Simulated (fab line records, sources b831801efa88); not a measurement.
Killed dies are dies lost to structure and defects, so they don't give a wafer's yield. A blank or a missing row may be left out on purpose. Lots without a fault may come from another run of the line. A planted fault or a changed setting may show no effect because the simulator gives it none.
A struck lot beside a sound one | flow gf180mcu | 14 steps out of a route of 602
Sound: wafers L962.1, L962.4, L962.6. Struck: wafers L970.1, L970.5, L970.6. The cause comes at the end.
At each step with rows: each side's tool, then ch and its chambers, then its first start. Under that, the readings that differ: sound wafers | struck wafers | difference of the means | sigmas: that difference in standard deviations of wafers without a fault.
alike: readings whose means differ by less than 2 such deviations, and words and numbers that are the same on both sides. not compared: withheld readings, readings that some wafer has no value for, bounds like >300 that may hide the same value, and numbers for which the record gives no deviation and whose values overlap.
The two part at a step that has a row with sigmas, a row that says differs or no value, or rows on one side only. Numbers that don't overlap but have no deviation are shown without sigmas and don't part them. A reading that every wafer of one side lacks parts them only if that side has two wafers or more.

GF_V3_THK_MEAS_01:
  sound on film_metro-01, day 25 06:25; struck on film_metro-02, day 27 17:08
  alike: V3_CVD_00_THK
GF_V3_CVD_02: deposits SiO2 from TEOS, target thk 850 nm, time 94.851 s.
  sound on pecvd-03 ch 0,1,2, day 25 06:29; struck on pecvd-02 ch 0,2, day 27 17:12
  alike: heater_power_w
GF_V3_THK_MEAS_03:
  sound on film_metro-02, day 25 06:33; struck on film_metro-01, day 27 17:16
  alike: V3_CVD_02_THK
GF_V3_CMP_04: polishes SiO2.
  sound on cmp-01 ch 0,3, day 25 06:37; struck on cmp-02 ch 0,1,3, day 27 17:26
  alike: motor_current_A, time_to_endpoint_s
GF_V3_BOW_MEAS_05:
  sound on film_metro-04, day 25 06:55; struck on film_metro-04, day 27 17:38
  alike: V3_BOW
then, 7 steps without rows for these wafers: GF_V3_DEHYDRATE_06 (time 60 s); GF_V3_HMDS_07 (prime time 60 s); GF_V3_COAT_08; GF_V3_COAT_09 (resist thk 1000 nm); GF_V3_SOFTBAKE_10 (time 60 s); GF_V3_EXPOSE_11 (exposes mask Via3, target cd 260 nm); GF_V3_PEB_12 (peb time 90 s).
GF_V3_DEVELOP_13: develop time 60 s.
  sound on litho_track-04 ch 0, day 26 03:33; struck on litho_track-03, day 28 12:48
  no value came back on the struck wafers for chill_plate_temp_C (C), develop_time_s (s); on the sound wafers chill_plate_temp_C (C) reads 22.93 23.04 22.88
  reading                             | sound           | struck          | difference | sigmas
  model.KrF_of_V3_COAT_09.thk_nm (nm) | 980 981.1 983.1 | 1000 1001 999.8 | +19        |
GF_V3_CD_MEAS_14: target cd 260 nm.
  sound on cd_sem-01, day 26 03:42; struck on cd_sem-01, day 28 12:57
  reading    | sound             | struck | difference                    | sigmas
  cd_nm (nm) | 260.8 260.5 260.4 | - - -  | no value on the struck wafers |

WHERE THEY PART
First at GF_V3_DEVELOP_13; last, within this record, at GF_V3_CD_MEAS_14.

WHY: what the simulator had put in
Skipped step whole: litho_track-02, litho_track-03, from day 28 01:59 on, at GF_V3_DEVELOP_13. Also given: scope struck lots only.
